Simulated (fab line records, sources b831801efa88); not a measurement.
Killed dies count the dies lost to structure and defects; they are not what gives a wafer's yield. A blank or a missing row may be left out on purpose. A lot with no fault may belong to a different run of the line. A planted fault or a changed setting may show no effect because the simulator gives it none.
Problem report in the 8D (eight disciplines) form, filled by code | flow gf180mcu | the parts of the form that need people (team, actions taken, sign-off) are left out

== 1. WHAT IS WRONG ==
V2_CVD_00_THK at GF_V2_THK_MEAS_01 reads a mean of 571 nm on 1 wafer of 1 lot; wafers without a fault read 600 nm with a standard deviation of 6.9. Relative to the usual mean, that is a shift of -4.2 standard deviations.
First seen on wafer L729.1, day 23 10:53, on film_metro-04. The record has a number at this step for 38 wafers belonging to 13 lots. By rule, "out" or "out of limits" means more than 4 standard deviations away from the usual mean. Any other wafer with a number is counted as sound.

== 2. WHAT IT IS, WHAT IT ISN'T ==
question                    | is                | is not
which readings at this step | V2_CVD_00_THK     | -
which lots                  | L729              | L718, L719, L720, L721, L722, L723, L724, L725, L734, L736, L739, L740
which wafers of those lots  | L729.1            | L729.2
read on which gauges        | film_metro-04     | film_metro-01, film_metro-02
when                        | from day 23 10:53 | up to then (25 sound wafers); but 12 sound wafers of L734, L736, L739, L740 came after

== 3. THE SUSPECTS, EACH WITH WHAT RULES IT OUT ==
Counting: a tool at a process step up to the reading stays a suspect if it ran every lot that is out. Sound lots after the first of them don't rule it out here, since some wafers of a struck lot are sound.
- the gauge at GF_V2_THK_MEAS_01: kept. All the wafers that are out were read on film_metro-04, and no step on other tools shows them out.
- hdpcvd-02 at GF_V2_CVD_00 (deposits SiO2, target thk 600 nm, time 100 s): kept. L729, the lot that is out, went through it at day 23 10:49; up to then, the latest sound lot through it was L724 at day 21 13:43.
After counting, hdpcvd-02 at GF_V2_CVD_00 and film_metro-04 at GF_V2_THK_MEAS_01 remain.

== 4. THE CAUSE (what the simulator had put in) ==
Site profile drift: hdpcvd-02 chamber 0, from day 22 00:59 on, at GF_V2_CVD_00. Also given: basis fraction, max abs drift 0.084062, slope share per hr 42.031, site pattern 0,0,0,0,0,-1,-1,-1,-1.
2 suspects survive the count, and this tool is in that group.

== 5. THE EFFECT CHAIN, in route order ==
Each row: a reading whose mean over the struck wafers that have a number lies more than 3 standard deviations from the usual. Only readings for which the record gives a usual standard deviation are gone through. hours: the time from each lot's start at the first step in this table that gives one to its start at this step, as a median over the lots. sigmas: the change in usual standard deviations.
hours | step              | reading       | usual  | on struck wafers | change | sigmas
0     | GF_V2_THK_MEAS_01 | V2_CVD_00_THK | 600 nm | 571              | -29    | -4.2
Later steps that measure or inspect, where all struck wafers having a row at the step show a number for every such reading and not one has moved that far: GF_V2_THK_MEAS_03.

== 6. HOW IT WOULD HAVE BEEN CAUGHT EARLIER ==
In this record the first reading out of limits at a measuring or inspecting step was taken at day 23 10:53, 34 hours after the fault began at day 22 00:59.
By day 23 10:53 the whole set of lots that are out, 1 in number, had already begun GF_V2_CVD_00 on hdpcvd-02. Tool hold at that time: it would have spared none of them.
